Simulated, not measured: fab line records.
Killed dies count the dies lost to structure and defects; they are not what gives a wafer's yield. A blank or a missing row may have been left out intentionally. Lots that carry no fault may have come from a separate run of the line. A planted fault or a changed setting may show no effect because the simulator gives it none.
fab line records -- flow sky130
record lots=13, wafers=39, lastDay=50
route steps=708 shown SONOS_ONO@173 POLY_GATE@224 LDD_P@263 LDD_HVN@274 PAD_OPEN@708
lots with no fault: from the same line, run without faults
startH: hours from the record's opening day to when the first of the lot's shown wafers began -- waitH: hours since the lot's step before -- " identical to the entry in the row above -- L1.1+2: a row that stands for several wafers -- - value missing, or start not given -- * or withheld: withheld -- < > ~ a bound
route shown NAME@n: NAME is a module with steps in the file, n the number in the route of the first one -- usual: average and standard deviation across the fault-free wafers -- same: alike in all rows -- chamber/n: place in a boat -- sites: the reading at each site -- _std_site: their standard deviation -- _edge_site: mean of outer sites minus mean of inner sites -- radiusMm: how far each site lies from the wafer's centre -- mask NAME#n: copy n -- behind: the tool/chamber that last shaped the wafer -- hold: cause of the lot's hold/its duration in hours/its outcome -- device: the transistor (n, p or np) that didn't switch -- end of line: tests run on the same wafers once the route is complete -- a step given without rows: its recipe and nothing more -- killed: the dies lost at the first sort to structure and to defects; this is not the yield of the wafer -- map: a wafer's dies, x killed, . not, _ none there
set.NAME: the setting as run; set.NAME@STEP: as run at that earlier step -- model.NAME: the simulator's own value behind a step, which no gauge read
the route's steps for a sample of lots (tables are steps, rows are wafers)
services: from which hour (startH, from the record's first day; less than 0 if before it) a tool's chamber was out of use, for how many hours, and why
## steps
# step SKY_SONOS_ONO_THK_MEAS_05
# recipe reads=SiO2_of_SONOS_ONO_CVD_04
# usual SONOS_ONO_CVD_04_THK=5.70/0.1
lot.wafer,tool,chamber,startH,waitH,SONOS_ONO_CVD_04_THK[nm]
L413.1,filmMetro-02,-,273.35,0.0,5.70
L413.2,filmMetro-02,-,273.35,0.0,5.77
L413.4,filmMetro-02,-,273.35,0.0,5.60
L415.2,filmMetro-03,-,277.17,0.0,5.77
L415.3,filmMetro-03,-,277.17,0.0,5.87
L415.5,filmMetro-03,-,277.17,0.0,5.69
L414.3,filmMetro-04,-,278.53,0.0,5.94
L414.4,filmMetro-04,-,278.53,0.0,5.93
L414.5,filmMetro-04,-,278.53,0.0,6.05
L416.1,filmMetro-02,-,292.57,0.0,5.64
L416.4,filmMetro-02,-,292.57,0.0,5.64
L416.5,filmMetro-02,-,292.57,0.0,5.62
L417.2,filmMetro-04,-,294.15,0.0,5.75
L417.3,filmMetro-04,-,294.15,0.0,5.72
L417.4,filmMetro-04,-,294.15,0.0,5.61
L418.3,filmMetro-02,-,306.08,0.0,5.73
L418.4,filmMetro-02,-,306.08,0.0,5.73
L418.5,filmMetro-02,-,306.08,0.0,5.64
L419.1,filmMetro-03,-,308.91,0.0,5.56
L419.4,filmMetro-03,-,308.91,0.0,5.67
L419.5,filmMetro-03,-,308.91,0.0,5.65
L420.1,filmMetro-03,-,312.95,0.0,5.81
L420.2,filmMetro-03,-,312.95,0.0,5.80
L420.3,filmMetro-03,-,312.95,0.0,5.86
L421.2,filmMetro-04,-,324.27,0.0,5.73
L421.4,filmMetro-04,-,324.27,0.0,5.75
L421.6,filmMetro-04,-,324.27,0.0,5.66
L422.1,filmMetro-02,-,328.61,0.0,5.76
L422.3,filmMetro-02,-,328.61,0.0,5.82
L422.5,filmMetro-02,-,328.61,0.0,5.72
L429.2,filmMetro-03,-,380.85,0.0,5.78
L429.4,filmMetro-03,-,380.85,0.0,5.62
L429.5,filmMetro-03,-,380.85,0.0,5.90
L433.2,filmMetro-02,-,412.42,0.0,5.75
L433.5,filmMetro-02,-,412.42,0.0,5.62
L433.6,filmMetro-02,-,412.42,0.0,5.79
L436.1,filmMetro-03,-,443.54,0.0,5.79
L436.3,filmMetro-03,-,443.54,0.0,5.88
L436.4,filmMetro-03,-,443.54,0.0,5.75
# step SKY_POLY_GATE_EXPOSE_10
# recipe maskId=P1M, na=0.68, sourceShape=conventional, sigmaOuter=0.6, targetCdNm=150, doseMj=28
# usual exposureDoseMJCm2=27.98/0.031, reticleTempC=23.01/0.095
lot.wafer,tool,chamber,startH,waitH,mask,exposureDoseMJCm2,reticleTempC
L413.1,krfScanner-01,0,377.35,-,P1M#0,28.00,22.89
L413.2,krfScanner-01,0,377.35,-,P1M#0,28.01,23.13
L413.4,krfScanner-01,0,377.35,-,P1M#0,28.01,23.11
L414.3,krfScanner-01,0,382.04,-,P1M#0,28.01,23.03
L414.4,krfScanner-01,0,382.04,-,P1M#0,27.98,22.98
L414.5,krfScanner-01,0,382.04,-,P1M#0,27.96,22.97
L415.2,krfScanner-02,0,382.37,-,P1M#0,27.95,22.97
L415.3,krfScanner-02,0,382.37,-,P1M#0,28.03,23.00
L415.5,krfScanner-02,0,382.37,-,P1M#0,27.95,22.76
L416.1,krfScanner-01,0,395.90,-,P1M#0,27.99,23.12
L416.4,krfScanner-01,0,395.90,-,P1M#0,27.99,23.09
L416.5,krfScanner-01,0,395.90,-,P1M#0,27.97,23.21
L417.2,krfScanner-01,0,402.91,-,P1M#0,27.95,23.17
L417.3,krfScanner-01,0,402.91,-,P1M#0,27.98,23.09
L417.4,krfScanner-01,0,402.91,-,P1M#0,27.94,23.05
L418.3,krfScanner-01,0,411.59,-,P1M#0,27.92,22.95
L418.4,krfScanner-01,0,411.59,-,P1M#0,28.00,22.97
L418.5,krfScanner-01,0,411.59,-,P1M#0,27.99,23.15
L419.1,krfScanner-01,0,415.53,-,P1M#0,31.44,23.20
L419.4,krfScanner-01,0,415.53,-,P1M#0,31.39,23.10
L419.5,krfScanner-01,0,415.53,-,P1M#0,31.44,23.01
L420.1,krfScanner-01,0,421.80,-,P1M#0,31.38,22.81
L420.2,krfScanner-01,0,421.80,-,P1M#0,31.34,22.96
L420.3,krfScanner-01,0,421.80,-,P1M#0,31.39,22.88
L421.2,krfScanner-01,0,434.61,-,P1M#0,30.69,22.95
L421.4,krfScanner-01,0,434.61,-,P1M#0,30.74,23.09
L421.6,krfScanner-01,0,434.61,-,P1M#0,30.70,23.05
L422.1,krfScanner-01,0,440.59,-,P1M#0,30.18,23.21
L422.3,krfScanner-01,0,440.59,-,P1M#0,30.23,23.12
L422.5,krfScanner-01,0,440.59,-,P1M#0,30.21,23.05
L429.2,krfScanner-02,0,495.99,-,P1M#0,27.95,23.02
L429.4,krfScanner-02,0,495.99,-,P1M#0,27.97,22.99
L429.5,krfScanner-02,0,495.99,-,P1M#0,27.98,23.15
L433.2,krfScanner-02,0,526.89,-,P1M#0,27.95,23.00
L433.5,krfScanner-02,0,526.89,-,P1M#0,27.91,22.93
L433.6,krfScanner-02,0,526.89,-,P1M#0,27.96,23.04
L436.1,krfScanner-02,0,558.52,-,P1M#0,27.99,22.98
L436.3,krfScanner-02,0,558.52,-,P1M#0,27.98,23.03
L436.4,krfScanner-02,0,558.52,-,P1M#0,28.00,23.21
# step SKY_POLY_GATE_CD_MEAS_13
# recipe targetCdNm=150
# usual cdNm=149.2/1.6
lot.wafer,tool,chamber,startH,waitH,cdNm
L413.1,cdSem-01,-,391.10,-,149.5
L413.2,cdSem-01,-,391.10,-,149.6
L413.4,cdSem-01,-,391.10,-,150.3
L414.3,cdSem-01,-,396.44,-,150.6
L414.4,cdSem-01,-,396.44,-,148.7
L414.5,cdSem-01,-,396.44,-,149.8
L415.2,cdSem-01,-,396.77,-,148.0
L415.3,cdSem-01,-,396.77,-,149.2
L415.5,cdSem-01,-,396.77,-,149.5
L416.1,cdSem-02,-,410.30,-,152.2
L416.4,cdSem-02,-,410.30,-,152.3
L416.5,cdSem-02,-,410.30,-,152.4
L417.2,cdSem-01,-,417.95,-,151.8
L417.3,cdSem-01,-,417.95,-,151.0
L417.4,cdSem-01,-,417.95,-,152.7
L418.3,cdSem-01,-,426.58,-,148.2
L418.4,cdSem-01,-,426.58,-,148.7
L418.5,cdSem-01,-,426.58,-,147.4
L419.1,cdSem-02,-,430.43,-,131.1
L419.4,cdSem-02,-,430.43,-,131.5
L419.5,cdSem-02,-,430.43,-,131.6
L420.1,cdSem-01,-,437.20,-,129.4
L420.2,cdSem-01,-,437.20,-,127.4
L420.3,cdSem-01,-,437.20,-,129.3
L421.2,cdSem-01,-,450.60,-,133.4
L421.4,cdSem-01,-,450.60,-,133.9
L421.6,cdSem-01,-,450.60,-,132.8
L422.1,cdSem-02,-,455.55,-,133.8
L422.3,cdSem-02,-,455.55,-,135.0
L422.5,cdSem-02,-,455.55,-,134.5
L429.2,cdSem-01,-,510.85,-,147.5
L429.4,cdSem-01,-,510.85,-,148.1
L429.5,cdSem-01,-,510.85,-,147.1
L433.2,cdSem-02,-,541.15,-,149.4
L433.5,cdSem-02,-,541.15,-,148.3
L433.6,cdSem-02,-,541.15,-,148.5
L436.1,cdSem-02,-,573.10,-,147.0
L436.3,cdSem-02,-,573.10,-,147.1
L436.4,cdSem-02,-,573.10,-,147.8
# step SKY_LDD_P_OVL_MEAS_08
# usual LDD_P_OVL=0.2/1.4
lot.wafer,tool,chamber,startH,waitH,LDD_P_OVL[nm]
L413.1,overlay-02,-,456.04,0.1,0.5
L413.2,overlay-02,-,456.04,0.1,0.5
L413.4,overlay-02,-,456.04,0.1,0.3
L414.3,overlay-01,-,461.90,0.1,-0.2
L414.4,overlay-01,-,461.90,0.1,0.9
L414.5,overlay-01,-,461.90,0.1,0.2
L415.2,overlay-01,-,462.18,0.1,-2.3
L415.3,overlay-01,-,462.18,0.1,-1.5
L415.5,overlay-01,-,462.18,0.1,0.2
L416.1,overlay-02,-,477.87,0.1,1.1
L416.4,overlay-02,-,477.87,0.1,-0.1
L416.5,overlay-02,-,477.87,0.1,1.1
L417.2,overlay-02,-,485.52,0.1,1.2
L417.3,overlay-02,-,485.52,0.1,0.7
L417.4,overlay-02,-,485.52,0.1,2.7
L418.3,overlay-01,-,490.50,0.1,2.2
L418.4,overlay-01,-,490.50,0.1,-0.6
L418.5,overlay-01,-,490.50,0.1,0.6
L419.1,overlay-02,-,496.27,0.1,1.0
L419.4,overlay-02,-,496.27,0.1,1.9
L419.5,overlay-02,-,496.27,0.1,1.9
L420.1,overlay-01,-,501.78,0.1,1.2
L420.2,overlay-01,-,501.78,0.1,0.1
L420.3,overlay-01,-,501.78,0.1,-0.8
L421.2,overlay-02,-,516.79,0.1,-0.1
L421.4,overlay-02,-,516.79,0.1,-1.2
L421.6,overlay-02,-,516.79,0.1,-2.8
L422.1,overlay-01,-,519.56,0.1,1.1
L422.3,overlay-01,-,519.56,0.1,-0.4
L422.5,overlay-01,-,519.56,0.1,2.4
L429.2,overlay-01,-,573.83,0.1,-3.0
L429.4,overlay-01,-,573.83,0.1,-2.1
L429.5,overlay-01,-,573.83,0.1,-1.0
L433.2,overlay-01,-,604.68,0.1,-0.3
L433.5,overlay-01,-,604.68,0.1,-0.5
L433.6,overlay-01,-,604.68,0.1,-0.3
L436.1,overlay-02,-,634.87,0.1,1.7
L436.3,overlay-02,-,634.87,0.1,1.9
L436.4,overlay-02,-,634.87,0.1,1.4
# step SKY_LDD_HVN_OVL_MEAS_07
# usual LDD_HVN_OVL=-0.4/1.3
lot.wafer,tool,chamber,startH,waitH,LDD_HVN_OVL[nm]
L413.1,overlay-01,-,486.73,0.1,-0.8
L413.2,overlay-01,-,486.73,0.1,-1.0
L413.4,overlay-01,-,486.73,0.1,-0.2
L414.3,overlay-02,-,492.01,0.1,-0.9
L414.4,overlay-02,-,492.01,0.1,-1.8
L414.5,overlay-02,-,492.01,0.1,-2.1
L415.2,overlay-01,-,492.97,0.1,-0.7
L415.3,overlay-01,-,492.97,0.1,-1.9
L415.5,overlay-01,-,492.97,0.1,-0.1
L416.1,overlay-01,-,509.08,0.1,1.2
L416.4,overlay-01,-,509.08,0.1,-0.2
L416.5,overlay-01,-,509.08,0.1,1.3
L417.2,overlay-01,-,516.63,0.1,-2.8
L417.3,overlay-01,-,516.63,0.1,-1.0
L417.4,overlay-01,-,516.63,0.1,1.0
L418.3,overlay-01,-,521.29,0.1,-1.5
L418.4,overlay-01,-,521.29,0.1,0.1
L418.5,overlay-01,-,521.29,0.1,-1.7
L419.1,overlay-02,-,526.76,0.1,-0.9
L419.4,overlay-02,-,526.76,0.1,0.4
L419.5,overlay-02,-,526.76,0.1,0.6
L420.1,overlay-02,-,532.50,0.1,-0.3
L420.2,overlay-02,-,532.50,0.1,1.2
L420.3,overlay-02,-,532.50,0.1,0.8
L421.2,overlay-02,-,546.71,0.1,1.8
L421.4,overlay-02,-,546.71,0.1,0.7
L421.6,overlay-02,-,546.71,0.1,1.6
L422.1,overlay-01,-,549.85,0.1,-1.1
L422.3,overlay-01,-,549.85,0.1,1.8
L422.5,overlay-01,-,549.85,0.1,1.3
L429.2,overlay-02,-,603.31,0.1,-0.4
L429.4,overlay-02,-,603.31,0.1,-0.6
L429.5,overlay-02,-,603.31,0.1,0.5
L433.2,overlay-01,-,633.86,0.1,0.2
L433.5,overlay-01,-,633.86,0.1,1.9
L433.6,overlay-01,-,633.86,0.1,1.1
L436.1,overlay-01,-,663.10,0.1,-0.2
L436.3,overlay-01,-,663.10,0.1,-1.3
L436.4,overlay-01,-,663.10,0.1,0.4
# step SKY_PAD_OPEN_PROBE_99
# usual killed_at_M0_to_M3=43/7.1, killed_at_M4_up=3.3/2, killedAtContacts=24/5.1, killedAtFrontEnd=15/4.6, killedAtOther=0.3/0.6, killedDies=86/9.6, killedOnRim=17/3.8, killedOpen=46/7.3, killedShort=39/6.7
# same grossDies=492, killedAtBackSide=0
lot.wafer,tool,chamber,startH,waitH,killed_at_M0_to_M3,killed_at_M4_up,killedAtContacts,killedAtFrontEnd,killedAtOther,killedDies,killedOnRim,killedOpen,killedShort
L413.1,prober-01,-,1094.18,0.1,39,6,20,18,0,83,18,50,33
L413.2,prober-01,-,1094.23,0.1,44,1,29,22,0,96,16,51,45
L413.4,prober-01,-,1094.33,0.2,40,7,28,14,1,90,21,47,43
L419.1,prober-01,-,1119.67,0.1,41,2,19,55,1,118,37,50,29
L419.4,prober-01,-,1119.82,0.2,37,3,20,48,0,108,25,41,41
L419.5,prober-01,-,1119.87,0.2,38,3,25,60,0,126,39,39,46
L420.1,prober-02,-,1125.43,0.1,35,4,28,44,0,111,32,44,32
L420.2,prober-02,-,1125.48,0.1,45,5,27,43,0,120,35,48,41
L420.3,prober-02,-,1125.53,0.2,38,2,20,54,0,114,39,42,36
L421.2,prober-01,-,1136.45,0.1,36,2,26,16,1,81,18,49,28
L421.4,prober-01,-,1136.55,0.2,37,5,22,22,0,86,21,50,35
L421.6,prober-01,-,1136.65,0.2,30,5,26,21,0,82,17,44,34
L422.1,prober-02,-,1137.90,0.1,38,2,21,35,0,96,27,54,23
L422.3,prober-02,-,1138.00,0.2,46,6,26,19,0,97,19,48,40
L422.5,prober-02,-,1138.10,0.2,34,0,20,29,0,83,22,33,38
L433.2,prober-01,-,1186.89,0.1,45,2,27,22,0,96,18,52,44
L433.5,prober-01,-,1187.04,0.2,39,3,15,19,0,76,10,37,39
L433.6,prober-01,-,1187.09,0.2,31,3,20,16,0,70,14,34,35
# killed by level:class
L413.1 VIA2:geometricParticle:open=11 LI_CONTACT:geometricParticle:open=8 CONTACT:geometricParticle:open=6 VIA3:geometricParticle:open=6 FIELD_ISO:geometricParticle:short=4 POLY_GATE:geometricParticle:open=4 METAL1:geometricParticle:short=4 VIA1:geometricParticle:open=4
L413.2 CONTACT:geometricParticle:open=11 LI_CONTACT:geometricParticle:open=9 METAL1:geometricParticle:short=8 VIA1:geometricParticle:open=8 VIA2:geometricParticle:open=7 METAL2:geometricParticle:short=6 FIELD_ISO:geometricParticle:short=5 VIA2:geometricParticle:short=5
L413.4 CONTACT:geometricParticle:open=11 VIA3:geometricParticle:open=9 VIA1:geometricParticle:open=8 METAL4:geometricParticle:short=6 METAL2:geometricParticle:short=5 CONTACT:geometricParticle:short=5 POLY_GATE:geometricParticle:short=5 LOCAL_INTERCONNECT:geometricParticle:short=5
L419.1 POLY_GATE:areaExpose=36 VIA1:geometricParticle:open=11 CONTACT:geometricParticle:open=10 VIA3:geometricParticle:open=9 VIA2:geometricParticle:open=5 VIA1:geometricParticle:short=4 VIA3:geometricParticle:short=4 FIELD_ISO:geometricParticle:short=3
L419.4 POLY_GATE:areaExpose=26 CONTACT:geometricParticle:open=11 VIA1:geometricParticle:open=11 FIELD_ISO:geometricParticle:short=8 METAL1:geometricParticle:short=7 POLY_GATE:geometricParticle:open=5 POLY_GATE:geometricParticle:short=5 VIA1:geometricParticle:short=5
L419.5 POLY_GATE:areaExpose=39 CONTACT:geometricParticle:short=10 VIA1:geometricParticle:open=10 METAL2:geometricParticle:short=8 LI_CONTACT:geometricParticle:open=6 POLY_GATE:geometricParticle:short=5 VIA1:geometricParticle:short=5 CONTACT:geometricParticle:open=5
L420.1 POLY_GATE:areaExpose=35 LI_CONTACT:geometricParticle:open=14 METAL1:geometricParticle:short=8 POLY_GATE:geometricParticle:short=6 CONTACT:geometricParticle:open=6 VIA1:geometricParticle:open=6 VIA3:geometricParticle:open=5 LOCAL_INTERCONNECT:geometricParticle:short=5
L420.2 POLY_GATE:areaExpose=31 CONTACT:geometricParticle:open=9 LI_CONTACT:geometricParticle:open=8 VIA1:geometricParticle:open=7 VIA3:geometricParticle:open=7 VIA1:geometricParticle:short=6 VIA2:geometricParticle:open=6 CONTACT:geometricParticle:short=5
L420.3 POLY_GATE:areaExpose=36 VIA1:geometricParticle:open=11 LI_CONTACT:geometricParticle:open=8 POLY_GATE:geometricParticle:short=6 CONTACT:geometricParticle:open=5 LOCAL_INTERCONNECT:geometricParticle:short=5 VIA1:geometricParticle:short=5 METAL1:geometricParticle:short=4
L421.2 CONTACT:geometricParticle:open=13 VIA1:geometricParticle:open=11 VIA3:geometricParticle:open=8 METAL1:geometricParticle:short=6 POLY_GATE:geometricParticle:open=4 LI_CONTACT:geometricParticle:open=4 VIA2:geometricParticle:short=4 CONTACT:geometricParticle:short=4
L421.4 CONTACT:geometricParticle:open=9 VIA1:geometricParticle:open=8 LI_CONTACT:geometricParticle:open=7 FIELD_ISO:geometricParticle:short=6 VIA3:geometricParticle:open=6 FIELD_ISO:geometricParticle:open=5 POLY_GATE:geometricParticle:open=5 CONTACT:geometricParticle:short=5
L421.6 CONTACT:geometricParticle:open=11 LI_CONTACT:geometricParticle:open=6 METAL2:geometricParticle:short=6 VIA1:geometricParticle:short=6 FIELD_ISO:geometricParticle:open=5 POLY_GATE:geometricParticle:short=5 CONTACT:geometricParticle:short=4 VIA3:geometricParticle:open=4
L422.1 POLY_GATE:areaExpose=19 VIA1:geometricParticle:open=12 CONTACT:geometricParticle:open=8 VIA2:geometricParticle:open=7 LI_CONTACT:geometricParticle:open=5 LOCAL_INTERCONNECT:geometricParticle:short=5 FIELD_ISO:geometricParticle:open=4 POLY_GATE:geometricParticle:open=4
L422.3 VIA1:geometricParticle:open=11 POLY_GATE:areaExpose=9 CONTACT:geometricParticle:open=7 VIA2:geometricParticle:open=7 METAL2:geometricParticle:short=6 LI_CONTACT:geometricParticle:open=6 CONTACT:geometricParticle:short=6 LOCAL_INTERCONNECT:geometricParticle:short=5
L422.5 POLY_GATE:areaExpose=11 VIA1:geometricParticle:open=8 METAL2:geometricParticle:short=6 FIELD_ISO:geometricParticle:short=5 METAL1:geometricParticle:short=5 CONTACT:geometricParticle:short=5 SPACER:geometricParticle:open=4 LI_CONTACT:geometricParticle:open=4
L433.2 VIA1:geometricParticle:open=13 FIELD_ISO:geometricParticle:open=7 POLY_GATE:geometricParticle:short=7 CONTACT:geometricParticle:open=7 CONTACT:geometricParticle:short=7 METAL2:geometricParticle:short=6 VIA2:geometricParticle:open=6 LI_CONTACT:geometricParticle:open=5
L433.5 CONTACT:geometricParticle:open=8 POLY_GATE:geometricParticle:open=7 VIA1:geometricParticle:open=7 VIA1:geometricParticle:short=6 VIA3:geometricParticle:open=5 VIA2:geometricParticle:short=4 METAL1:geometricParticle:short=4 METAL2:geometricParticle:short=4
L433.6 CONTACT:geometricParticle:open=10 METAL1:geometricParticle:short=7 VIA1:geometricParticle:open=7 VIA1:geometricParticle:short=5 FIELD_ISO:geometricParticle:short=4 POLY_GATE:geometricParticle:short=4 LI_CONTACT:geometricParticle:open=4 LI_CONTACT:geometricParticle:short=3
## services
tool,chamber,startH,hours,kind
krfScanner-02,-,380.53,1.3,pm
krfScanner-01,-,410.13,0.8,pm
krfScanner-02,-,415.43,0.6,repair
krfScanner-02,-,420.33,2.1,repair
krfScanner-01,0,422.58,-,calibration
krfScanner-01,-,453.03,7.2,pm
krfScanner-02,-,467.22,3.5,repair
krfScanner-01,-,473.29,1.3,pm
krfScanner-02,0,478.67,-,calibration
krfScanner-02,-,489.36,1.0,pm
krfScanner-01,-,498.66,1.0,pm
krfScanner-02,-,507.46,0.8,pm
krfScanner-02,-,508.84,0.2,repair
krfScanner-02,-,556.38,1.3,pm
## key
firstSign step=SKY_POLY_GATE_EXPOSE_10, reading=exposureDoseMJCm2, direction=up, sigmas=95, usual=*, struck=*
effect step=SKY_POLY_GATE_CD_MEAS_13, reading=cdNm, direction=down, sigmas=11, usual=149.2, struck=132.0, through=controlLoop
effect step=SKY_PAD_OPEN_PROBE_99, reading=killedAtFrontEnd, direction=up, sigmas=4.7, usual=15, struck=37, wafersMoved=8
moreKillsBornAt SKY_POLY_GATE_EXPOSE_10@krfScanner-01=251
metAt SKY_POLY_GATE_EXPOSE_10
struckLots L419,L420,L421,L422
testerLeftOut L419,L420,L421,L422
loopTrim step=SKY_POLY_GATE_EXPOSE_10, setting=dose, lots=L421,L422
notActingAt SKY_SONOS_ONO_THK_MEAS_05,SKY_LDD_P_OVL_MEAS_08,SKY_LDD_HVN_OVL_MEAS_07
onsetBetween 411.59 415.53
fault kind=processParameterDrift, tool=krfScanner-01, chamber=-, onsetH=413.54, steps=SKY_POLY_GATE_EXPOSE_10, channel=doseMj, offset=3.4244, shape=step, actsIn=theseRecipesOnly, stated=28
# testerLeftOut: of these lots the tester's yield and bins aren't shown, on N5 and GAA mostly nor the transistor test; their killed dies are dies lost to structure and defects alone, not to doping, threshold or leakage, so they don't give the yield
# loopTrim: a control loop set the setting to another value than it would have without faults
